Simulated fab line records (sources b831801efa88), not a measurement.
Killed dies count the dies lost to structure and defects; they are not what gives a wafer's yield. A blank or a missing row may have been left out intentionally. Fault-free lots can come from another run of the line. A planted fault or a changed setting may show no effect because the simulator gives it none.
Which tool was responsible?    flow sky130    at 1 step of a route of 708, 11 lots with 33 wafers sampled

WHAT THE GAUGES SHOWED, per wafer
SKY_VIA1_THK_MEAS_01.
lot   measured      on             VIA1_HDPCVD_THK (nm)
L927  day 33 17:34  film-metro-01  1048 1042 1036
L930  day 34 11:25  film-metro-04  1020 1029 1035
L934  day 35 23:42  film-metro-01  1026 1021 1025
L935  day 36 00:37  film-metro-04  1031 1027 1042
L936  day 36 08:16  film-metro-04  1040 1037 1016
L942  day 38 04:41  film-metro-02  1038 1041 1024
L944  day 38 15:15  film-metro-01  1028 1016 1042
L945  day 38 18:19  film-metro-02  1037 1037 1034
L946  day 39 02:22  film-metro-01  1035 1034 1030
L948  day 39 13:50  film-metro-01  1036 1031 1036
L949  day 39 23:28  film-metro-04  1029 1039 1028

WHAT TOOL EACH LOT RAN ON (gives the tool, then ch and the chambers of the sampled wafers, and finally the start)
There is no process step in the record ahead of these readings.

THE ANSWER, worked out from the rows above alone
Rule: what is usual is taken from the lots themselves. Put in order of their means at a reading, lots are off if they are a third of the lots or fewer, leave a main group of 4 or more, and stand apart from it by a gap of 3 or more times the standard deviation of the main group's means; of several such gaps the widest counts. A main group is skipped when, at the precision printed for the reading in the tables above, its means are all equal. Also off: a lot with no number at a reading for which 4 or more lots have one. The other lots that the step has rows for count as sound.
No lot is off at any reading shown: from this, nothing can be told.

WHAT HAD BEEN PUT IN BY THE SIMULATOR
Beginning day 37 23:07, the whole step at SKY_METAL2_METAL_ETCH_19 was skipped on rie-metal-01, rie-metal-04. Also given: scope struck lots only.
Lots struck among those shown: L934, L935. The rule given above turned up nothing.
